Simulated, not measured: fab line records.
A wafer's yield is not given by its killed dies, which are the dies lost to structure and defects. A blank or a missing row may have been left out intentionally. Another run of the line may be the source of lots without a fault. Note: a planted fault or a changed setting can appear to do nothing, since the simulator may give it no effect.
The tool behind it: which one? -- flow sky130 -- 13 lots, 39 wafers sampled, at 2 steps of a route of 708

== WHAT THE GAUGES READ, wafer by wafer ==
SKY_CONTACT_BOW_MEAS_05.
lot,measured,on,CONTACT_BOW (um)
L356,day 31 00:43,film metro-04,87 76 69
L360,day 32 12:46,film metro-04,80 75 75
L361,day 32 16:26,film metro-04,79 82 86
L363,day 33 12:12,film metro-04,82 78 84
L371,day 35 23:06,film metro-01,78 79 75
L372,day 37 07:01,film metro-02,82 76 75
L373,day 37 07:30,film metro-04,78 69 75
L376,day 37 09:02,film metro-04,91 83 84
L375,day 37 11:31,film metro-04,89 82 82
L378,day 38 11:47,film metro-01,93 76 80

== TOOL THAT RAN EACH LOT (tool first, then ch and the chambers of the sampled wafers, then the start) ==
lot,SKY_GATE_OXIDE_WET_ETCH_12
L356,"wet bench-02 ch 0, day 14 04:01"
L360,"wet bench-02 ch 2, day 15 17:30"
L361,"wet bench-04 ch 2, day 16 02:00"
L363,"wet bench-02 ch 3, day 16 18:54"
L364,"wet bench-02 ch 2, day 17 00:48"
L365,"wet bench-01 ch 2, day 17 07:52"
L366,"wet bench-01 ch 1, day 17 19:54"
L371,"wet bench-01 ch 0, day 19 12:51"
L372,"wet bench-01 ch 0, day 20 22:00"
L373,"wet bench-04 ch 3, day 21 10:22"
L376,"wet bench-01 ch 1, day 21 11:37"
L375,"wet bench-01 ch 2, day 21 18:31"
L378,"wet bench-02 ch 0, day 22 11:55"
- SKY_GATE_OXIDE_WET_ETCH_12: etches SiO2 in dHF, target depth 16.8 nm, time 336 s.

== WHAT THE TOOLS THEMSELVES READ (means of the sampled wafers that have a number; where no wafer has one, the mark that the record gives instead) ==
SKY_GATE_OXIDE_WET_ETCH_12.
lot,tool,bath heat duty pct (%),run length s (s)
L356,wet bench-02,7.9,361
L360,wet bench-02,7.1,369
L361,wet bench-04,5.7,363
L363,wet bench-02,6.9,363
L364,wet bench-02,-,-
L365,wet bench-01,-,-
L366,wet bench-01,-,-
L371,wet bench-01,6.9,364
L372,wet bench-01,6.6,364
L373,wet bench-04,6.0,362
L376,wet bench-01,5.2,363
L375,wet bench-01,6.8,361
L378,wet bench-02,7.4,363

== THE ANSWER, worked out from the rows above alone ==
Rule: what is usual is taken from the lots themselves. Put in order of their means at a reading, lots are off if they are a third of the lots or fewer, leave a main group of 4 or more, and stand apart from it by a gap of 3 or more times the standard deviation of the main group's means; of several such gaps the widest counts. If all means in a main group match to the digits the tables above print for the reading, that group is not used. Also off: a lot with no number at a reading for which 4 or more lots have one. Any other lot the step has rows for is counted as sound. After the gauges, taken in route order, come the tools' own readings; for these a lot's mean is taken, as printed above. The first step at which some lot is off is used, and at that step the reading that is off furthest; a lot without a number counts as furthest.
Off, at SKY_GATE_OXIDE_WET_ETCH_12 on bath heat duty pct: L364, L365, L366. Without a number there: L364, L365, L366. The main group has a mean of 6.7 % with a standard deviation of 0.77.
If a tool, at that step or one of the process steps before it, ran each lot that is off and ran no sound lot following the first of them, it fits. No candidate that was tried fits.

== WHAT THE SIMULATOR HAD INSERTED ==
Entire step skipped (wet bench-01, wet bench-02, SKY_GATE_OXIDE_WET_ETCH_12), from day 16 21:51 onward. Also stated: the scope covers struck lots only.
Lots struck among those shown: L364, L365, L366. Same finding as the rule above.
